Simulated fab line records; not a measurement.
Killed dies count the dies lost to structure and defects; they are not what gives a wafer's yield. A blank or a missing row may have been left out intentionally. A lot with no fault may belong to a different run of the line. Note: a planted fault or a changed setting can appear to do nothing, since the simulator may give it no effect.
Which tool was responsible? ; flow gf180mcu ; 14 lots with 42 wafers sampled at 3 steps, on a route of 602 steps

== WHAT EACH GAUGE READ, for each wafer ==
GF_NWELL_TW_MEAS_11. Usual: for NWELL_TW the level is 1568 and the standard deviation is 23.
lot;measured;on;NWELL_TW;flag
L204;day 3 06:38;film-metro-01;1587 1586 1588;
L205;day 3 14:47;film-metro-01;1583 1586 1590;
L206;day 3 19:14;film-metro-01;1584 1588 1598;
L207;day 3 23:11;film-metro-03;1549 1544 1552;
L208;day 4 04:32;film-metro-01;1601 1599 1597;
L209;day 4 12:15;film-metro-01;1582 1594 1600;
L210;day 4 16:41;film-metro-01;1597 1594 1608;
L211;day 4 22:29;film-metro-03;1542 1544 1553;
L213;day 5 09:31;film-metro-03;1565 1563 1542;
L215;day 5 20:28;film-metro-02;1469 1462 1455;OFF
L216;day 6 00:38;film-metro-03;1478 1476 1479;OFF
L225;day 8 02:19;film-metro-03;1550 1549 1544;
L226;day 8 10:16;film-metro-03;1550 1550 1549;
L227;day 8 16:59;film-metro-01;1577 1590 1585;

GF_VT_IMPLANT_RS_MEAS_47: measures by four-point-probe. Usual: for NWELL_RS the level is 487.7 ohm/sq and the standard deviation is 1.3.
lot;measured;on;NWELL_RS (ohm/sq);flag
L204;day 7 12:07;film-metro-01;486.7 486.7 486.8;
L205;day 7 22:16;film-metro-02;488.5 488.6 487.9;
L206;day 8 04:10;film-metro-03;488.7 488.4 487.4;
L207;day 8 09:28;film-metro-01;487.5 488.5 488.4;
L208;day 8 14:19;film-metro-01;487.0 487.1 486.9;
L209;day 9 01:49;film-metro-01;489.2 487.6 488.5;
L210;day 9 05:10;film-metro-02;488.7 487.8 487.3;
L211;day 9 13:36;film-metro-01;489.8 489.1 487.9;
L213;day 10 04:10;film-metro-01;489.8 489.2 488.4;
L215;day 10 16:19;film-metro-02;- - -;OFF
L216;day 10 20:35;film-metro-02;- - -;OFF
L225;day 13 12:19;film-metro-02;486.2 486.5 487.6;
L226;day 13 21:15;film-metro-03;487.5 487.3 486.6;
L227;day 14 05:07;film-metro-01;489.0 487.2 488.4;

== TOOL THAT RAN EACH LOT (tool first, then ch and the chambers of the sampled wafers, then the start) ==
lot;GF_NWELL_IMPLANT_09
L204;implanter-02 ch 0, day 3 06:23
L205;implanter-01 ch 0, day 3 14:32
L206;implanter-04 ch 0, day 3 18:59
L207;implanter-01 ch 0, day 3 22:57
L208;implanter-02 ch 0, day 4 04:17
L209;implanter-01 ch 0, day 4 12:02
L210;implanter-01 ch 0, day 4 16:26
L211;implanter-02 ch 0, day 4 22:16
L213;implanter-02 ch 0, day 5 09:16
L215;implanter-02, day 5 20:16
L216;implanter-02, day 6 00:24
L225;implanter-01 ch 0, day 8 02:04
L226;implanter-04 ch 0, day 8 10:01
L227;implanter-02 ch 0, day 8 16:44
- GF_NWELL_IMPLANT_09

== WHAT THE TOOLS THEMSELVES READ (means of the sampled wafers that have a number; where no wafer has one, the mark that the record gives instead) ==
GF_NWELL_IMPLANT_09. Usual: beam-energy-keV 160.00, standard deviation 0.057; beam-on-s 9.99 s, standard deviation 0.21; faraday-current-uA 22.6, standard deviation 0.46.
lot;tool;beam-energy-keV;beam-on-s (s);faraday-current-uA;flag
L204;implanter-02;159.97;9.98;22.5;
L205;implanter-01;159.96;9.95;22.7;
L206;implanter-04;160.02;10.11;22.3;
L207;implanter-01;160.05;10.24;22.0;
L208;implanter-02;160.04;10.08;22.5;
L209;implanter-01;160.01;9.95;22.6;
L210;implanter-01;159.97;10.10;22.3;
L211;implanter-02;160.02;10.01;22.4;
L213;implanter-02;160.02;9.99;22.6;
L215;implanter-02;-;-;-;OFF
L216;implanter-02;-;-;-;OFF
L225;implanter-01;160.00;9.85;22.9;
L226;implanter-04;159.94;10.00;22.6;
L227;implanter-02;159.96;9.98;22.6;

== THE ANSWER, worked out from the rows above alone ==
Rule: a lot is off if the mean of its wafers that have a number lies more than 3 standard deviations from the usual mean. A lot without any number at a reading at which 4 lots or more have one is off too. All remaining lots with rows at the step are treated as sound. Order of review: gauges by route order, followed by the tools' own readings, for which a lot's mean as printed above is used. The first step at which some lot is off is used, and at that step the reading that is off furthest; a lot without a number counts as furthest.
Off: L215, L216, seen at GF_NWELL_TW_MEAS_11 (NWELL_TW).
A tool fits if, at a process step before that reading, it ran every lot that is off, and no sound lot after the first of them. The gauges at GF_NWELL_TW_MEAS_11 aren't tried: what is off there is off at GF_NWELL_IMPLANT_09 too, on other tools, and a gauge's error can't cause that. None of those tried fits.

== WHAT WAS PUT IN BY THE SIMULATOR ==
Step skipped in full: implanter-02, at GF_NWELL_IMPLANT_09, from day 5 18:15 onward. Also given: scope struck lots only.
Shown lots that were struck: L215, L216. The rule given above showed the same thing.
